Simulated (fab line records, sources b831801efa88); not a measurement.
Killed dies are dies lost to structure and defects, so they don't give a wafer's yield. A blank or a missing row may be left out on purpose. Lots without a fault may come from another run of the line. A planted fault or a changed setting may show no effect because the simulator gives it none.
One fault seen from 2 desks | flow sky130 | each desk has only its own numbers; what lay behind them comes last

THE METROLOGY DESK
What the gauges read, lot by lot, whatever tool the lot ran on: means of the sampled wafers that have a number. A lot is out of limits, marked OUT, if its mean lies more than 4 standard deviations from the usual mean; the brackets give that distance.
Columns: A = LI_CONTACT_W_THK at SKY_LI_CONTACT_THK_MEAS_23, usual 393 nm; B = cd_nm at SKY_METAL2_CD_MEAS_15, usual 140.3 nm; C = PASSIVATION_CVD_00_THK at SKY_PASSIVATION_THK_MEAS_01, usual 90.6 nm
lot  | first seen here | A   | B     | C
L868 | day 29 04:48    | 397 | 140.6 | 90.6
L875 | day 31 12:14    | 397 | 139.8 | 64.3 (-24) OUT
L876 | day 31 17:05    | 400 | 141.5 | 65.5 (-23) OUT
L878 | day 32 09:42    | 392 | 138.1 | 90.1
L879 | day 32 18:06    | 391 | 139.8 | 72.9 (-16) OUT
L880 | day 32 22:08    | 394 | 139.7 | 90.0
L881 | day 33 10:40    | 392 | 140.1 | 91.1
L882 | day 33 14:50    | 399 | 141.6 | 91.0
L884 | day 34 14:32    | 388 | 142.2 | 89.6
L885 | day 34 18:13    | 394 | 139.2 | 91.0
L886 | day 34 23:17    | 398 | 139.1 | 91.2
L888 | day 35 15:36    | 389 | 139.2 | 90.2
L889 | day 36 00:00    | 394 | 140.4 | 91.0
L890 | day 36 03:27    | 389 | 138.8 | 90.5
L891 | day 36 12:34    | 391 | 141.5 | 89.9
This desk's finding: out of limits on L875, L876, L879; first on L875, day 45 16:37 (PASSIVATION_CVD_00_THK at SKY_PASSIVATION_THK_MEAS_01). In limits: L868, L878, L880, L881, L882, L884, L885, L886, L888, L889, L890, L891.

THE TOOL OWNER'S DESK: pecvd-02
The tool's own readings at SKY_PASSIVATION_CVD_00 (deposits SiO2, target thk 90 nm): means of the sampled wafers that have a number, for each lot that ran on this tool. A lot is out of limits, marked OUT, if its mean lies more than 4 standard deviations from the usual mean; the brackets give that distance.
Columns: A = heater_power_w at SKY_PASSIVATION_CVD_00, usual 683 W
lot  | first seen here | A
L875 | day 45 16:34    | 728
L876 | day 45 19:38    | 600
L879 | day 46 17:18    | 641
This desk's finding: nothing out of limits on any of the 3 lots.

PUT TOGETHER
The metrology desk could have raised an alarm at day 45 16:37, on L875, L876, L879.
The tool owner's desk saw nothing out of limits.
The tool owner's desk has L875, L876, L879 on record, within its limits.
Of the lots named, all ran SKY_PASSIVATION_CVD_00 on pecvd-02.

WHAT THE SIMULATOR HAD PUT IN
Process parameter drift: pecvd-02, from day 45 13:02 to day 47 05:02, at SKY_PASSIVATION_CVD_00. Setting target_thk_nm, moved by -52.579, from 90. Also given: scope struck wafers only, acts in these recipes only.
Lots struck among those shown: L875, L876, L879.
Hours from the fault's start to each desk's first reading out of limits: the metrology desk, 4.
